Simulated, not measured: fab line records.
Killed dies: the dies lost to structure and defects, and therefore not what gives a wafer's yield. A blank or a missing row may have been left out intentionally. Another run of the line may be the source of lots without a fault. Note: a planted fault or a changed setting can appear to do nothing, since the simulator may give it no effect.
Chamber matching	flow gf180mcu	4 sister chambers for GF_SAB_ETCH_11 on rieDiel-04
The step etches SiO2 in C4F8/O2/Ar, target depth 55 nm, time 8.5 s. 18 wafers are shown with their chamber, then 9 later ones without.

== EACH WAFER AND ITS CHAMBER ==
wafer	chamber	oesProductAu (a.u.)
L355.3	3	1.022
L355.4	2	1.022
L355.5	3	1.024
L356.1	1	1.000
L356.2	0	1.009
L356.3	3	1.017
L358.3	2	1.016
L358.4	1	0.996
L358.6	2	1.008
L357.1	1	1.013
L357.2	2	1.008
L357.6	1	0.997
L360.3	1	1.009
L360.4	2	1.010
L360.6	1	1.005
L361.1	2	1.014
L361.2	0	1.009
L361.3	1	1.013

SIGNATURES (means of the wafers above)
reading	chamber 0	chamber 1	chamber 2	chamber 3	scatter within a chamber
oesProductAu	1.00900	1.00471	1.01300	1.02100	0.00591
Rule: a wafer lies at a distance from a chamber equal to the root of the sum of squares, over the readings, of (its reading less the chamber's mean, divided by the reading's scatter). If the next closest chamber is less than 2 further off than the closest, the wafer can't be placed; otherwise it belongs to the closest. The scatter: the root of (the sum of the squares of (reading less its chamber's mean) over the shown wafers, divided by (wafers less chambers)).

== WAFERS WHOSE CHAMBER IS MISSING ==
wafer	oesProductAu (a.u.)
L363.3	1.003
L363.4	1.010
L363.6	0.999
L364.1	1.012
L364.3	1.000
L364.6	1.013
L377.1	1.001
L377.4	0.999
L377.6	1.010

== EACH ONE'S CHAMBER ==
wafer	from the rows above	in truth
L363.3	can't be placed: 1 or 0 or 2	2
L363.4	can't be placed: 0 or 2 or 1 or 3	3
L363.6	can't be placed: 1 or 0 or 2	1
L364.1	can't be placed: 2 or 0 or 1 or 3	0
L364.3	can't be placed: 1 or 0 or 2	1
L364.6	can't be placed: 2 or 0 or 3 or 1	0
L377.1	can't be placed: 1 or 0 or 2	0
L377.4	can't be placed: 1 or 0 or 2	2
L377.6	can't be placed: 0 or 2 or 1 or 3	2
Correct placement for 0 of the 9. These rows do not allow placing 9 (true chamber among the candidates in 9). Placed wrongly: 0.
